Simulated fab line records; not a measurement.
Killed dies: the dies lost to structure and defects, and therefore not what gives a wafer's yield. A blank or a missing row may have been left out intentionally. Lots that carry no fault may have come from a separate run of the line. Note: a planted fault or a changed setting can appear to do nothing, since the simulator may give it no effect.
Matching of chambers	flow gf180mcu	GF_V5_CMP_04 on cmp-01: 4 sister chambers
The step polishes SiO2. 16 wafers are shown with their chamber, then 8 later ones without.

## WAFERS WITH THEIR CHAMBER
wafer	chamber	motor-current-A (A)	platen-rpm (rpm)
L660.1	0	12.8	60.06
L660.2	3	14.4	60.03
L660.6	3	13.7	59.95
L661.1	0	11.7	60.03
L661.4	1	11.7	59.98
L661.6	2	14.7	60.03
L662.2	1	12.3	60.04
L662.3	3	14.0	60.00
L662.6	1	11.8	60.00
L669.1	1	12.2	60.01
L669.3	3	14.6	59.98
L669.5	3	14.1	60.05
L671.1	2	14.0	59.99
L671.2	1	12.4	59.98
L671.6	1	12.2	60.00
L672.2	3	14.9	59.97

SIGNATURES (averages over the wafers above)
reading	chamber 0	chamber 1	chamber 2	chamber 3	scatter within a chamber
motor-current-A	12.250	12.100	14.350	14.283	0.428
platen-rpm	60.0450	60.0017	60.0100	59.9967	0.0301
Rule: for each reading, subtract the chamber's mean from the wafer's reading, divide by that reading's scatter and square the result; add these up over the readings and take the root, which gives the wafer's distance from the chamber. The wafer belongs to the nearest chamber; if the next one is less than 2 further off, it can't be placed. How the scatter is found: for the shown wafers, subtract from each reading the mean of its chamber, square and add these, divide the total by (wafers less chambers), then take the root.

## WAFERS MISSING THEIR CHAMBER
wafer	motor-current-A (A)	platen-rpm (rpm)
L672.4	13.9	60.02
L672.5	12.1	59.99
L673.2	13.9	60.01
L673.4	12.2	59.99
L673.5	14.5	59.96
L676.1	11.9	60.02
L676.4	11.7	59.95
L676.6	12.5	60.03

## WHICH CHAMBER EACH ONE RAN IN
wafer	from the rows above	in truth
L672.4	can't be placed: 2 or 3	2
L672.5	can't be placed: 1 or 0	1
L673.2	can't be placed: 3 or 2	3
L673.4	can't be placed: 1 or 0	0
L673.5	can't be placed: 3 or 2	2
L676.1	can't be placed: 1 or 0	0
L676.4	can't be placed: 1 or 0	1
L676.6	can't be placed: 0 or 1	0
Placed correctly: 0 of 8. Can't be placed from these rows: 8 (the true chamber is among the candidates in 8). 0 placed wrongly.
